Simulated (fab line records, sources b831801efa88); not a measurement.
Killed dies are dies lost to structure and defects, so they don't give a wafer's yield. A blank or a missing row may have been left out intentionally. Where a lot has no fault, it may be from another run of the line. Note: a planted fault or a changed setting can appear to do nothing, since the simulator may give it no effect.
Comparing a struck lot with a sound one | flow gf180mcu | 44 out of 602 route steps
Sound: the wafers L922.2, L922.3, L922.5. The struck wafers were L928.3, L928.4, L928.5. The cause is given at the end.
Order at every step that has rows: each side's tool, ch and its chambers, its first start. Under that, the readings that differ: sound wafers | struck wafers | difference of the means | sigmas: that difference in standard deviations of wafers without a fault.
alike: same words and numbers on both sides, and readings whose means sit less than 2 such deviations apart. not compared: any withheld reading, any reading some wafer has no value for, any bound like >300 that may hide the same value, and any number with overlapping values for which the record gives no deviation.
A row with sigmas, a row that says differs or no value, or rows on one side alone: a step with any of these is where the two part. Numbers that have no deviation but don't overlap get no sigmas and don't part them. A reading that every wafer of one side lacks parts them only if that side has two wafers or more.

first, 6 steps without rows for these wafers: GF_STI_CLEAN_16 (cleans in dHF, time 25 s); GF_STI_WET_ETCH_17 (etches Si3N4 in H3PO4, target depth 45 nm, time 514 s); GF_STI_CLEAN_18 (cleans in SC1/SC2, time 150 s); GF_STI_CLEAN_19 (cleans in dHF, time 20 s); GF_STI_WET_ETCH_20 (etches SiO2 in dHF, target depth 20 nm, time 400 s); GF_STI_OXIDATION_21 (stabilise 600 s, purge 300 s, target thk 15 nm).
GF_STI_THK_MEAS_22:
  sound: filmMetro-03 at day 2 14:04; struck: filmMetro-01 at day 3 20:44
  alike: STI_OXIDATION_01_THK
then, 1 step without rows for these wafers: GF_STI_CVD_23 (deposits SiO2, target thk 650 nm, time 108.3 s).
GF_STI_THK_MEAS_24:
  sound: filmMetro-02 at day 2 14:13; struck: filmMetro-02 at day 3 20:52
  alike: STI_CVD_23_THK
GF_STI_CMP_25: polishes, stops on Si3N4, t overpolish 33 s, target thk 524.6 nm.
  sound on cmp-01 ch 1,2,3, day 2 14:22; struck on cmp-02 ch 0,3, day 3 20:54
  alike: motorCurrentA, overpolishRunS, platenRpm, timeToEndpointS
then, 2 steps without rows for these wafers: GF_STI_WET_ETCH_26 (etches SiO2 in dHF, target depth 94 nm, time 188 s); GF_STI_WET_ETCH_27 (etches Si3N4 in H3PO4, target depth 160 nm, time 1825 s).
GF_STI_WET_ETCH_28: etches SiO2 in dHF, target depth 20 nm, time 40 s.
  sound on wetBench-01 ch 1, day 2 15:08; struck on wetBench-01 ch 3, day 3 21:47
reading                             | sound         | struck          | difference | sigmas
runLengthS (s)                      | 72 72 72      | 41 41 41        | -31        | -10
model.SiO2_of_STI_CVD_23.thkNm (nm) | 404 403 401.1 | 419 419.9 418.9 | +17        | 
  alike: tempC
then, 1 step without rows for these wafers: GF_STI_OXIDATION_29 (stabilise 600 s, purge 300 s, target thk 10 nm).
GF_STI_THK_MEAS_30:
  sound: filmMetro-01 at day 2 16:34; struck: filmMetro-02 at day 3 23:13
  alike: STI_OXIDATION_02_THK
then, 8 steps without rows for these wafers: GF_DNWELL_DEHYDRATE_00 (time 60 s); GF_DNWELL_HMDS_01 (prime time 60 s); GF_DNWELL_COAT_02 (resist thk 3000 nm); GF_DNWELL_SOFTBAKE_03; GF_DNWELL_EXPOSE_04 (exposes mask DNWELL, target cd 1700 nm); GF_DNWELL_PEB_05; GF_DNWELL_DEVELOP_06 (develop time 60 s); GF_DNWELL_IMPLANT_07.
GF_DNWELL_STRIP_08: strips in O2/N2.
  sound on plasmaAsher-02 ch 0,1, day 3 05:35; struck on plasmaAsher-02 ch 0,1, day 4 12:22
reading                  | sound             | struck            | difference | sigmas
stripTimeToEndpointS (s) | 36.97 36.97 36.92 | 37.20 37.23 37.18 | +0.25      | +2
  alike: drypumpMotorCurrentA, heaterPowerW, oesProductAu
  not compared: rfHoursCounterH
GF_DNWELL_TW_MEAS_09:
  sound: filmMetro-01 at day 3 05:41; struck: filmMetro-04 at day 4 12:27
  alike: DNWELL_TW
then, 7 steps without rows for these wafers: GF_NWELL_DEHYDRATE_00 (time 60 s); GF_NWELL_HMDS_01 (prime time 60 s); GF_NWELL_COAT_02 (resist thk 3000 nm); GF_NWELL_SOFTBAKE_03; GF_NWELL_EXPOSE_04 (exposes mask Nwell, target cd 860 nm); GF_NWELL_PEB_05; GF_NWELL_DEVELOP_06 (develop time 60 s).
GF_NWELL_OVL_MEAS_07:
  sound: overlay-02 at day 3 17:59; struck: overlay-01 at day 5 02:00
  alike: NWELL_OVL
then, 2 steps without rows for these wafers: GF_NWELL_IMPLANT_08; GF_NWELL_IMPLANT_09.
GF_NWELL_STRIP_10: strips in O2/N2.
  sound on plasmaAsher-03 ch 0,1, day 3 18:19; struck on plasmaAsher-03 ch 0,1, day 5 02:21
reading                  | sound             | struck            | difference | sigmas
stripTimeToEndpointS (s) | 37.23 37.20 37.15 | 36.86 36.84 36.97 | -0.30      | -3
  alike: drypumpMotorCurrentA, heaterPowerW, oesProductAu
  not compared: rfHoursCounterH
GF_NWELL_TW_MEAS_11:
  sound: filmMetro-02 at day 3 18:26; struck: filmMetro-04 at day 5 02:26
  alike: NWELL_TW
then, 5 steps without rows for these wafers: GF_LVPWELL_DEHYDRATE_00 (time 60 s); GF_LVPWELL_HMDS_01 (prime time 60 s); GF_LVPWELL_COAT_02 (resist thk 3000 nm); GF_LVPWELL_SOFTBAKE_03; GF_LVPWELL_EXPOSE_04 (exposes mask LVPWELL, target cd 600 nm).
-- the record jumps here: 13 days lie between the struck wafers' starts before and after (it left off in module LVPWELL and takes up again in module SALICIDE, whose first step shown is number 279 of the route) --
GF_SALICIDE_WET_ETCH_01: etches SiO2 in dHF, target depth 5 nm, time 100 s.
  sound on wetBench-03 ch 1, day 15 21:29; struck on wetBench-03 ch 1, day 17 23:53
reading                             | sound             | struck          | difference | sigmas
model.SiO2_of_STI_CVD_23.thkNm (nm) | 336.7 336.1 333.9 | 352 352.9 352.3 | +17        | 
  alike: runLengthS, tempC
GF_PASSIVATION_PROBE_99:
  sound wafers here have rows in the record (prober-02, day 29 15:20); struck ones have none

== WHERE THEY PART ==
At GF_STI_WET_ETCH_28 first; at GF_PASSIVATION_PROBE_99 last (within this record only).

WHY: the cause the simulator had injected
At GF_STI_WET_ETCH_28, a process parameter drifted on wetBench-01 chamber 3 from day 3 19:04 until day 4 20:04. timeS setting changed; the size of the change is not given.
